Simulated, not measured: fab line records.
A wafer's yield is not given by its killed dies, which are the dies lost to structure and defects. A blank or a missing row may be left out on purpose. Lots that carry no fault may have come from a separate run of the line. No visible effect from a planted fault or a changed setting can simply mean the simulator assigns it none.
fab line records :: flow sky130 :: part 2 of 2: steps 27 to 36 of 36
record
  lots=5
  wafers=15
  lastDay=51
route steps=708 shown VT_ADJUST_PCH@149 SONOS_TUNNEL@154 SONOS_ONO@168
lots that met no fault: taken from a fault-free run of the same line
startH: hours from the record's opening day to when the first of the lot's shown wafers began :: waitH: how many hours have passed since the lot's step before this one :: " repeats the value in the row above :: L1.1+2: a single row standing in for several wafers :: - no value present, or no start provided :: * or withheld: withheld :: < > ~ a bound
route shown NAME@n: NAME is a module with steps in the file, n the number in the route of the first one :: usual: mean/standard deviation of fault-free wafers :: same: alike in all rows :: chamber/n: place in a boat :: sites: the reading at each site :: _std_site: the standard deviation of these :: _edge_site: mean of outer sites minus mean of inner sites :: radiusMm: how far each site lies from the wafer's centre :: mask NAME#n: copy n :: behind: the tool/chamber that last shaped the wafer :: hold: cause of the lot's hold/its duration in hours/its outcome :: device: whichever transistor did not switch (one of n, p or np) :: end of line: the route-end tests of the same wafers :: a step with no rows: only its recipe :: killed: not the wafer's yield, but the dies lost to structure and defects at the first sort :: map: shows each die of a wafer: x if killed, . if not, _ if none is there
set.NAME: the run value of the setting; set.NAME@STEP: its run value at that earlier step :: model.NAME: the simulator's own value behind a step, which no gauge read
lots seen at some steps along the route; tables by step, rows by wafer
services: the hour from which a tool's chamber was out of use, counted from the record's first day as startH (under 0 if before that day), plus the number of hours and why
## steps
# step SKY_SONOS_ONO_HMDS_07
# recipe
  primeTimeS=60
  primeTempC=120
# usual
  exhaustPa=45.2/0.83
lot.wafer: L077.2
tool: lithoTrack-02
chamber: 0
startH: 289.13
waitH: 0.1
exhaustPa: 45.8

lot.wafer: L077.3
tool: lithoTrack-02
chamber: 0
startH: 289.13
waitH: 0.1
exhaustPa: 43.7

lot.wafer: L077.4
tool: lithoTrack-02
chamber: 0
startH: 289.13
waitH: 0.1
exhaustPa: 46.4

lot.wafer: L083.1
tool: lithoTrack-03
chamber: 0
startH: 344.54
waitH: 0.1
exhaustPa: 44.7

lot.wafer: L083.5
tool: lithoTrack-03
chamber: 0
startH: 344.54
waitH: 0.1
exhaustPa: 43.7

lot.wafer: L083.6
tool: lithoTrack-03
chamber: 0
startH: 344.54
waitH: 0.1
exhaustPa: 44.4

lot.wafer: L090.4
tool: lithoTrack-03
chamber: 0
startH: 400.21
waitH: 0.1
exhaustPa: 44.8

lot.wafer: L090.5
tool: lithoTrack-03
chamber: 0
startH: 400.21
waitH: 0.1
exhaustPa: 45.6

lot.wafer: L090.6
tool: lithoTrack-03
chamber: 0
startH: 400.21
waitH: 0.1
exhaustPa: 45.2

lot.wafer: L094.2
tool: lithoTrack-02
chamber: 0
startH: 423.18
waitH: 0.1
exhaustPa: 46.4

lot.wafer: L094.4
tool: lithoTrack-02
chamber: 0
startH: 423.18
waitH: 0.1
exhaustPa: 46.0

lot.wafer: L094.6
tool: lithoTrack-02
chamber: 0
startH: 423.18
waitH: 0.1
exhaustPa: 45.6

lot.wafer: L097.1
tool: lithoTrack-02
chamber: 0
startH: 454.91
waitH: 0.1
exhaustPa: 43.4

lot.wafer: L097.4
tool: lithoTrack-02
chamber: 0
startH: 454.91
waitH: 0.1
exhaustPa: 44.8

lot.wafer: L097.6
tool: lithoTrack-02
chamber: 0
startH: 454.91
waitH: 0.1
exhaustPa: 44.9
# step SKY_SONOS_ONO_COAT_08
# recipe
  resist=NOVOLAK
  spinRpm=3000
  resistThkNm=1140
# usual
  exhaustPa=45.0/0.91
lot.wafer: L077.2
tool: lithoTrack-02
chamber: 0
startH: 289.28
waitH: 0.1
exhaustPa: 46.0

lot.wafer: L077.3
tool: lithoTrack-02
chamber: 0
startH: 289.28
waitH: 0.1
exhaustPa: 45.9

lot.wafer: L077.4
tool: lithoTrack-02
chamber: 0
startH: 289.28
waitH: 0.1
exhaustPa: 45.9

lot.wafer: L083.1
tool: lithoTrack-03
chamber: 0
startH: 344.69
waitH: 0.1
exhaustPa: 44.5

lot.wafer: L083.5
tool: lithoTrack-03
chamber: 0
startH: 344.69
waitH: 0.1
exhaustPa: 44.3

lot.wafer: L083.6
tool: lithoTrack-03
chamber: 0
startH: 344.69
waitH: 0.1
exhaustPa: 45.0

lot.wafer: L090.4
tool: lithoTrack-03
chamber: 0
startH: 400.36
waitH: 0.1
exhaustPa: 44.5

lot.wafer: L090.5
tool: lithoTrack-03
chamber: 0
startH: 400.36
waitH: 0.1
exhaustPa: 44.2

lot.wafer: L090.6
tool: lithoTrack-03
chamber: 0
startH: 400.36
waitH: 0.1
exhaustPa: 44.1

lot.wafer: L094.2
tool: lithoTrack-02
chamber: 0
startH: 423.33
waitH: 0.1
exhaustPa: 46.4

lot.wafer: L094.4
tool: lithoTrack-02
chamber: 0
startH: 423.33
waitH: 0.1
exhaustPa: 45.6

lot.wafer: L094.6
tool: lithoTrack-02
chamber: 0
startH: 423.33
waitH: 0.1
exhaustPa: 46.0

lot.wafer: L097.1
tool: lithoTrack-02
chamber: 0
startH: 455.06
waitH: 0.1
exhaustPa: 46.7

lot.wafer: L097.4
tool: lithoTrack-02
chamber: 0
startH: 455.06
waitH: 0.1
exhaustPa: 46.6

lot.wafer: L097.6
tool: lithoTrack-02
chamber: 0
startH: 455.06
waitH: 0.1
exhaustPa: 46.8
# step SKY_SONOS_ONO_SOFTBAKE_09
# recipe
  tempC=90
  timeS=60
  resist=NOVOLAK
# usual
  exhaustPa=45.0/0.94
lot.wafer: L077.2
tool: lithoTrack-02
chamber: 0
startH: 289.43
waitH: 0.1
exhaustPa: 45.1

lot.wafer: L077.3
tool: lithoTrack-02
chamber: 0
startH: 289.43
waitH: 0.1
exhaustPa: 45.1

lot.wafer: L077.4
tool: lithoTrack-02
chamber: 0
startH: 289.43
waitH: 0.1
exhaustPa: 45.1

lot.wafer: L083.1
tool: lithoTrack-03
chamber: 0
startH: 344.84
waitH: 0.1
exhaustPa: 44.8

lot.wafer: L083.5
tool: lithoTrack-03
chamber: 0
startH: 344.84
waitH: 0.1
exhaustPa: 44.1

lot.wafer: L083.6
tool: lithoTrack-03
chamber: 0
startH: 344.84
waitH: 0.1
exhaustPa: 45.1

lot.wafer: L090.4
tool: lithoTrack-03
chamber: 0
startH: 400.51
waitH: 0.1
exhaustPa: 45.4

lot.wafer: L090.5
tool: lithoTrack-03
chamber: 0
startH: 400.51
waitH: 0.1
exhaustPa: 45.4

lot.wafer: L090.6
tool: lithoTrack-03
chamber: 0
startH: 400.51
waitH: 0.1
exhaustPa: 45.0

lot.wafer: L094.2
tool: lithoTrack-02
chamber: 0
startH: 423.48
waitH: 0.1
exhaustPa: 43.6

lot.wafer: L094.4
tool: lithoTrack-02
chamber: 0
startH: 423.48
waitH: 0.1
exhaustPa: 43.5

lot.wafer: L094.6
tool: lithoTrack-02
chamber: 0
startH: 423.48
waitH: 0.1
exhaustPa: 43.0

lot.wafer: L097.1
tool: lithoTrack-02
chamber: 0
startH: 455.21
waitH: 0.1
exhaustPa: 44.4

lot.wafer: L097.4
tool: lithoTrack-02
chamber: 0
startH: 455.21
waitH: 0.1
exhaustPa: 46.3

lot.wafer: L097.6
tool: lithoTrack-02
chamber: 0
startH: 455.21
waitH: 0.1
exhaustPa: 44.8
# step SKY_SONOS_ONO_EXPOSE_10
# recipe
  maskId=ONOM
  targetCdNm=410
  na=0.6
  sourceShape=conventional
  sigmaOuter=0.6
  doseMj=150
# usual
  focusOffsetNm=0.1/0.57
lot.wafer: L077.2
tool: ilineStepper-02
chamber: 0
startH: -
waitH: -
mask: ONOM#0
focusOffsetNm: 0.1

lot.wafer: L077.3
tool: ilineStepper-02
chamber: 0
startH: -
waitH: -
mask: ONOM#0
focusOffsetNm: 0.9

lot.wafer: L077.4
tool: ilineStepper-02
chamber: 0
startH: -
waitH: -
mask: ONOM#0
focusOffsetNm: 0.7

lot.wafer: L083.1
tool: ilineStepper-01
chamber: 0
startH: -
waitH: -
mask: ONOM#0
focusOffsetNm: 0.5

lot.wafer: L083.5
tool: ilineStepper-01
chamber: 0
startH: -
waitH: -
mask: ONOM#0
focusOffsetNm: 0.5

lot.wafer: L083.6
tool: ilineStepper-01
chamber: 0
startH: -
waitH: -
mask: ONOM#0
focusOffsetNm: 0.5

lot.wafer: L090.4
tool: ilineStepper-02
chamber: 0
startH: -
waitH: -
mask: ONOM#0
focusOffsetNm: -1.1

lot.wafer: L090.5
tool: ilineStepper-02
chamber: 0
startH: -
waitH: -
mask: ONOM#0
focusOffsetNm: -0.1

lot.wafer: L090.6
tool: ilineStepper-02
chamber: 0
startH: -
waitH: -
mask: ONOM#0
focusOffsetNm: -0.8

lot.wafer: L094.2
tool: ilineStepper-02
chamber: 0
startH: -
waitH: -
mask: ONOM#0
focusOffsetNm: -0.5

lot.wafer: L094.4
tool: ilineStepper-02
chamber: 0
startH: -
waitH: -
mask: ONOM#0
focusOffsetNm: 0.2

lot.wafer: L094.6
tool: ilineStepper-02
chamber: 0
startH: -
waitH: -
mask: ONOM#0
focusOffsetNm: -0.4

lot.wafer: L097.1
tool: ilineStepper-01
chamber: 0
startH: -
waitH: -
mask: ONOM#0
focusOffsetNm: 0.4

lot.wafer: L097.4
tool: ilineStepper-01
chamber: 0
startH: -
waitH: -
mask: ONOM#0
focusOffsetNm: 0.4

lot.wafer: L097.6
tool: ilineStepper-01
chamber: 0
startH: -
waitH: -
mask: ONOM#0
focusOffsetNm: 0.6
# step SKY_SONOS_ONO_PEB_11
# recipe
  tempC=withheld
  timeS=*
  resist=NOVOLAK
# usual
  exhaustPa=45.1/0.78
lot.wafer: L077.2
tool: lithoTrack-02
chamber: 0
startH: -
waitH: -
exhaustPa: 45.1

lot.wafer: L077.3
tool: lithoTrack-02
chamber: 0
startH: -
waitH: -
exhaustPa: 44.4

lot.wafer: L077.4
tool: lithoTrack-02
chamber: 0
startH: -
waitH: -
exhaustPa: 43.8

lot.wafer: L083.1
tool: lithoTrack-01
chamber: 0
startH: -
waitH: -
exhaustPa: 46.4

lot.wafer: L083.5
tool: lithoTrack-01
chamber: 0
startH: -
waitH: -
exhaustPa: 47.1

lot.wafer: L083.6
tool: lithoTrack-01
chamber: 0
startH: -
waitH: -
exhaustPa: 46.3

lot.wafer: L090.4
tool: lithoTrack-01
chamber: 0
startH: -
waitH: -
exhaustPa: 45.5

lot.wafer: L090.5
tool: lithoTrack-01
chamber: 0
startH: -
waitH: -
exhaustPa: 45.3

lot.wafer: L090.6
tool: lithoTrack-01
chamber: 0
startH: -
waitH: -
exhaustPa: 44.7

lot.wafer: L094.2
tool: lithoTrack-02
chamber: 0
startH: -
waitH: -
exhaustPa: 46.0

lot.wafer: L094.4
tool: lithoTrack-02
chamber: 0
startH: -
waitH: -
exhaustPa: 45.4

lot.wafer: L094.6
tool: lithoTrack-02
chamber: 0
startH: -
waitH: -
exhaustPa: 45.1

lot.wafer: L097.1
tool: lithoTrack-03
chamber: 0
startH: -
waitH: -
exhaustPa: 44.5

lot.wafer: L097.4
tool: lithoTrack-03
chamber: 0
startH: -
waitH: -
exhaustPa: 43.7

lot.wafer: L097.6
tool: lithoTrack-03
chamber: 0
startH: -
waitH: -
exhaustPa: 45.4
# step SKY_SONOS_ONO_DEVELOP_12
# recipe
  developTimeS=60
  devTempC=23
# usual
  exhaustPa=44.9/0.84
lot.wafer: L077.2
tool: lithoTrack-02
chamber: 0
startH: 302.68
waitH: 0.1
exhaustPa: 45.9

lot.wafer: L077.3
tool: lithoTrack-02
chamber: 0
startH: 302.68
waitH: 0.1
exhaustPa: 44.3

lot.wafer: L077.4
tool: lithoTrack-02
chamber: 0
startH: 302.68
waitH: 0.1
exhaustPa: 43.8

lot.wafer: L083.1
tool: lithoTrack-01
chamber: 0
startH: 358.26
waitH: 0.1
exhaustPa: 44.6

lot.wafer: L083.5
tool: lithoTrack-01
chamber: 0
startH: 358.26
waitH: 0.1
exhaustPa: 45.4

lot.wafer: L083.6
tool: lithoTrack-01
chamber: 0
startH: 358.26
waitH: 0.1
exhaustPa: 44.6

lot.wafer: L090.4
tool: lithoTrack-01
chamber: 0
startH: 414.48
waitH: 0.1
exhaustPa: 46.0

lot.wafer: L090.5
tool: lithoTrack-01
chamber: 0
startH: 414.48
waitH: 0.1
exhaustPa: 46.3

lot.wafer: L090.6
tool: lithoTrack-01
chamber: 0
startH: 414.48
waitH: 0.1
exhaustPa: 45.6

lot.wafer: L094.2
tool: lithoTrack-02
chamber: 0
startH: 438.28
waitH: 0.1
exhaustPa: 44.2

lot.wafer: L094.4
tool: lithoTrack-02
chamber: 0
startH: 438.28
waitH: 0.1
exhaustPa: 44.9

lot.wafer: L094.6
tool: lithoTrack-02
chamber: 0
startH: 438.28
waitH: 0.1
exhaustPa: 44.2

lot.wafer: L097.1
tool: lithoTrack-03
chamber: 0
startH: 470.59
waitH: 0.1
exhaustPa: 43.3

lot.wafer: L097.4
tool: lithoTrack-03
chamber: 0
startH: 470.59
waitH: 0.1
exhaustPa: 43.8

lot.wafer: L097.6
tool: lithoTrack-03
chamber: 0
startH: 470.59
waitH: 0.1
exhaustPa: 44.2
# step SKY_SONOS_ONO_CD_MEAS_13
# recipe
  targetCdNm=410
# usual
  cdNm=408.9/2.5
lot.wafer: L077.2
tool: cdSem-02
chamber: -
startH: 302.83
waitH: 0.1
cdNm: 409.6

lot.wafer: L077.3
tool: cdSem-02
chamber: -
startH: 302.83
waitH: 0.1
cdNm: 407.8

lot.wafer: L077.4
tool: cdSem-02
chamber: -
startH: 302.83
waitH: 0.1
cdNm: 411.6

lot.wafer: L083.1
tool: cdSem-02
chamber: -
startH: 358.41
waitH: 0.1
cdNm: 413.4

lot.wafer: L083.5
tool: cdSem-02
chamber: -
startH: 358.41
waitH: 0.1
cdNm: 413.9

lot.wafer: L083.6
tool: cdSem-02
chamber: -
startH: 358.41
waitH: 0.1
cdNm: 412.8

lot.wafer: L090.4
tool: cdSem-01
chamber: -
startH: 414.62
waitH: 0.1
cdNm: 410.1

lot.wafer: L090.5
tool: cdSem-01
chamber: -
startH: 414.62
waitH: 0.1
cdNm: 409.6

lot.wafer: L090.6
tool: cdSem-01
chamber: -
startH: 414.62
waitH: 0.1
cdNm: 407.2

lot.wafer: L094.2
tool: cdSem-01
chamber: -
startH: 438.43
waitH: 0.1
cdNm: 410.6

lot.wafer: L094.4
tool: cdSem-01
chamber: -
startH: 438.43
waitH: 0.1
cdNm: 410.4

lot.wafer: L094.6
tool: cdSem-01
chamber: -
startH: 438.43
waitH: 0.1
cdNm: 409.6

lot.wafer: L097.1
tool: cdSem-01
chamber: -
startH: 470.74
waitH: 0.1
cdNm: 410.5

lot.wafer: L097.4
tool: cdSem-01
chamber: -
startH: 470.74
waitH: 0.1
cdNm: 408.5

lot.wafer: L097.6
tool: cdSem-01
chamber: -
startH: 470.74
waitH: 0.1
cdNm: 408.8
# step SKY_SONOS_ONO_OVL_MEAS_14
# usual
  SONOS_ONO_OVL=-0.2/1.3
lot.wafer: L077.2
tool: overlay-01
chamber: -
startH: 302.93
waitH: 0.1
SONOS_ONO_OVL[nm]: 0.7

lot.wafer: L077.3
tool: overlay-01
chamber: -
startH: 302.93
waitH: 0.1
SONOS_ONO_OVL[nm]: 0.0

lot.wafer: L077.4
tool: overlay-01
chamber: -
startH: 302.93
waitH: 0.1
SONOS_ONO_OVL[nm]: 0.7

lot.wafer: L083.1
tool: overlay-01
chamber: -
startH: 358.53
waitH: 0.1
SONOS_ONO_OVL[nm]: -1.2

lot.wafer: L083.5
tool: overlay-01
chamber: -
startH: 358.53
waitH: 0.1
SONOS_ONO_OVL[nm]: -3.1

lot.wafer: L083.6
tool: overlay-01
chamber: -
startH: 358.53
waitH: 0.1
SONOS_ONO_OVL[nm]: -1.3

lot.wafer: L090.4
tool: overlay-01
chamber: -
startH: 414.69
waitH: 0.1
SONOS_ONO_OVL[nm]: -0.2

lot.wafer: L090.5
tool: overlay-01
chamber: -
startH: 414.69
waitH: 0.1
SONOS_ONO_OVL[nm]: 0.3

lot.wafer: L090.6
tool: overlay-01
chamber: -
startH: 414.69
waitH: 0.1
SONOS_ONO_OVL[nm]: -0.3

lot.wafer: L094.2
tool: overlay-01
chamber: -
startH: 438.53
waitH: 0.1
SONOS_ONO_OVL[nm]: 0.6

lot.wafer: L094.4
tool: overlay-01
chamber: -
startH: 438.53
waitH: 0.1
SONOS_ONO_OVL[nm]: -0.1

lot.wafer: L094.6
tool: overlay-01
chamber: -
startH: 438.53
waitH: 0.1
SONOS_ONO_OVL[nm]: -0.4

lot.wafer: L097.1
tool: overlay-01
chamber: -
startH: 470.86
waitH: 0.1
SONOS_ONO_OVL[nm]: 0.2

lot.wafer: L097.4
tool: overlay-01
chamber: -
startH: 470.86
waitH: 0.1
SONOS_ONO_OVL[nm]: -0.9

lot.wafer: L097.6
tool: overlay-01
chamber: -
startH: 470.86
waitH: 0.1
SONOS_ONO_OVL[nm]: -0.7
# step SKY_SONOS_ONO_ETCH_15
# recipe
  targetDepthNm=19.52
  chemistry=CHF3/O2
  sourceW=600
  biasW=200
  pressureMtorr=40
  chf3FlowSccm=50
  O2_flow_sccm=5
  timeS=7.8
# usual
  chf3FlowSccm=50.00/0.15
  drypumpMotorCurrentA=5.9/0.35
  oesProductAu=0.999/0.01
  throttleValvePct=8.824/0.0095
lot.wafer: L077.2
tool: rieDiel-04
chamber: 1
startH: 302.96
waitH: 0.0
chf3FlowSccm: 49.91
drypumpMotorCurrentA: 6.6
oesProductAu: 0.997
rfHoursCounterH: 94
throttleValvePct: 8.817

lot.wafer: L077.3
tool: rieDiel-04
chamber: 0
startH: 302.96
waitH: 0.0
chf3FlowSccm: 50.01
drypumpMotorCurrentA: 5.7
oesProductAu: 0.999
rfHoursCounterH: -
throttleValvePct: 8.820

lot.wafer: L077.4
tool: rieDiel-04
chamber: 1
startH: 302.96
waitH: 0.0
chf3FlowSccm: 50.15
drypumpMotorCurrentA: 6.6
oesProductAu: 1.009
rfHoursCounterH: -
throttleValvePct: 8.825

lot.wafer: L083.1
tool: rieDiel-04
chamber: 0
startH: 358.56
waitH: 0.0
chf3FlowSccm: 50.01
drypumpMotorCurrentA: 5.7
oesProductAu: 1.001
rfHoursCounterH: 98
throttleValvePct: 8.823

lot.wafer: L083.5
tool: rieDiel-04
chamber: 2
startH: 358.56
waitH: 0.0
chf3FlowSccm: 50.04
drypumpMotorCurrentA: 6.0
oesProductAu: 1.001
rfHoursCounterH: -
throttleValvePct: 8.834

lot.wafer: L083.6
tool: rieDiel-04
chamber: 1
startH: 358.56
waitH: 0.0
chf3FlowSccm: 49.83
drypumpMotorCurrentA: 6.6
oesProductAu: 0.989
rfHoursCounterH: -
throttleValvePct: 8.814

lot.wafer: L090.4
tool: rieDiel-04
chamber: 3
startH: 414.71
waitH: 0.0
chf3FlowSccm: 49.87
drypumpMotorCurrentA: 6.0
oesProductAu: 1.011
rfHoursCounterH: 2
throttleValvePct: 8.836

lot.wafer: L090.5
tool: rieDiel-04
chamber: 0
startH: 414.71
waitH: 0.0
chf3FlowSccm: 50.33
drypumpMotorCurrentA: 5.7
oesProductAu: 1.003
rfHoursCounterH: -
throttleValvePct: 8.819

lot.wafer: L090.6
tool: rieDiel-04
chamber: 3
startH: 414.71
waitH: 0.0
chf3FlowSccm: 49.99
drypumpMotorCurrentA: 5.9
oesProductAu: 0.994
rfHoursCounterH: -
throttleValvePct: 8.820

lot.wafer: L094.2
tool: rieDiel-04
chamber: 1
startH: 438.56
waitH: 0.0
chf3FlowSccm: 50.08
drypumpMotorCurrentA: 6.6
oesProductAu: 0.992
rfHoursCounterH: 96
throttleValvePct: 8.835

lot.wafer: L094.4
tool: rieDiel-04
chamber: 3
startH: 438.56
waitH: 0.0
chf3FlowSccm: 49.81
drypumpMotorCurrentA: 5.9
oesProductAu: 0.994
rfHoursCounterH: 2
throttleValvePct: 8.825

lot.wafer: L094.6
tool: rieDiel-04
chamber: 1
startH: 438.56
waitH: 0.0
chf3FlowSccm: 50.21
drypumpMotorCurrentA: 6.6
oesProductAu: 0.977
rfHoursCounterH: -
throttleValvePct: 8.831

lot.wafer: L097.1
tool: rieDiel-04
chamber: 3
startH: 470.89
waitH: 0.0
chf3FlowSccm: 49.77
drypumpMotorCurrentA: 5.9
oesProductAu: 0.981
rfHoursCounterH: 3
throttleValvePct: 8.808

lot.wafer: L097.4
tool: rieDiel-04
chamber: 2
startH: 470.89
waitH: 0.0
chf3FlowSccm: 49.84
drypumpMotorCurrentA: 6.0
oesProductAu: 1.000
rfHoursCounterH: 89
throttleValvePct: 8.825

lot.wafer: L097.6
tool: rieDiel-04
chamber: 1
startH: 470.89
waitH: 0.0
chf3FlowSccm: 49.85
drypumpMotorCurrentA: 6.6
oesProductAu: 0.993
rfHoursCounterH: -
throttleValvePct: 8.840
# step SKY_SONOS_ONO_WET_ETCH_16
# recipe
  chemistry=dHF
  targetDepthNm=14
  dry=n2Spin
  target=SiO2
  dilution=100:1
  tempC=25
  timeS=280
# usual
  tempC=25.02/0.1
lot.wafer: L077.2
tool: wetBench-03
chamber: 3
startH: 302.99
waitH: 0.0
tempC: 24.96

lot.wafer: L077.3
tool: wetBench-03
chamber: 3
startH: 302.99
waitH: 0.0
tempC: 25.08

lot.wafer: L077.4
tool: wetBench-03
chamber: 3
startH: 302.99
waitH: 0.0
tempC: 25.21

lot.wafer: L083.1
tool: wetBench-04
chamber: 3
startH: 358.58
waitH: 0.0
tempC: 24.96

lot.wafer: L083.5
tool: wetBench-04
chamber: 3
startH: 358.58
waitH: 0.0
tempC: 25.02

lot.wafer: L083.6
tool: wetBench-04
chamber: 3
startH: 358.58
waitH: 0.0
tempC: 25.16

lot.wafer: L090.4
tool: wetBench-04
chamber: 1
startH: 414.73
waitH: 0.0
tempC: 24.93

lot.wafer: L090.5
tool: wetBench-04
chamber: 1
startH: 414.73
waitH: 0.0
tempC: 25.03

lot.wafer: L090.6
tool: wetBench-04
chamber: 1
startH: 414.73
waitH: 0.0
tempC: 25.01

lot.wafer: L094.2
tool: wetBench-04
chamber: 2
startH: 438.58
waitH: 0.0
tempC: 25.15

lot.wafer: L094.4
tool: wetBench-04
chamber: 2
startH: 438.58
waitH: 0.0
tempC: 25.11

lot.wafer: L094.6
tool: wetBench-04
chamber: 2
startH: 438.58
waitH: 0.0
tempC: 24.91

lot.wafer: L097.1
tool: wetBench-03
chamber: 0
startH: 470.91
waitH: 0.0
tempC: 25.03

lot.wafer: L097.4
tool: wetBench-03
chamber: 0
startH: 470.91
waitH: 0.0
tempC: 24.96

lot.wafer: L097.6
tool: wetBench-03
chamber: 0
startH: 470.91
waitH: 0.0
tempC: 25.08
## services
tool: plasmaAsher-02
chamber: -
startH: 220.60
hours: 1.0
kind: repair

tool: rieDiel-04
chamber: -
startH: 227.10
hours: 0.2
kind: repair

tool: lpcvd-03
chamber: -
startH: 237.35
hours: 1.9
kind: repair

tool: ilineStepper-01
chamber: -
startH: 242.36
hours: 3.2
kind: repair

tool: plasmaAsher-02
chamber: -
startH: 249.08
hours: 4.1
kind: repair

tool: implanter-04
chamber: -
startH: 264.53
hours: 5.4
kind: pm

tool: furnace-01
chamber: -
startH: 268.90
hours: 3.2
kind: pm

tool: wetBench-03
chamber: -
startH: 269.23
hours: 1.9
kind: pm

tool: rieDiel-04
chamber: -
startH: 270.71
hours: 14.6
kind: pm

tool: ilineStepper-02
chamber: -
startH: 276.73
hours: 2.0
kind: repair

tool: plasmaAsher-02
chamber: -
startH: 280.34
hours: 1.6
kind: repair

tool: ilineStepper-01
chamber: -
startH: 290.10
hours: 1.9
kind: repair

tool: rieDiel-04
chamber: 2
startH: 296.74
hours: 8.3
kind: repair

tool: lpcvd-02
chamber: -
startH: 302.61
hours: 14.6
kind: pm

tool: ilineStepper-01
chamber: -
startH: 325.61
hours: 0.9
kind: repair

tool: rieDiel-04
chamber: -
startH: 327.02
hours: 0.9
kind: repair

tool: rieDiel-04
chamber: 3
startH: 349.83
hours: 1.5
kind: repair

tool: rieDiel-04
chamber: -
startH: 365.62
hours: 0.5
kind: repair

tool: rieDiel-04
chamber: 1
startH: 387.92
hours: 7.3
kind: repair

tool: rieDiel-04
chamber: 3
startH: 416.36
hours: 6.3
kind: repair

tool: ilineStepper-02
chamber: -
startH: 441.71
hours: 10.6
kind: repair

tool: ilineStepper-02
chamber: -
startH: 460.00
hours: 4.6
kind: repair

tool: ilineStepper-01
chamber: -
startH: 465.59
hours: 1.7
kind: pm

tool: ilineStepper-02
chamber: -
startH: 466.86
hours: 12.8
kind: repair
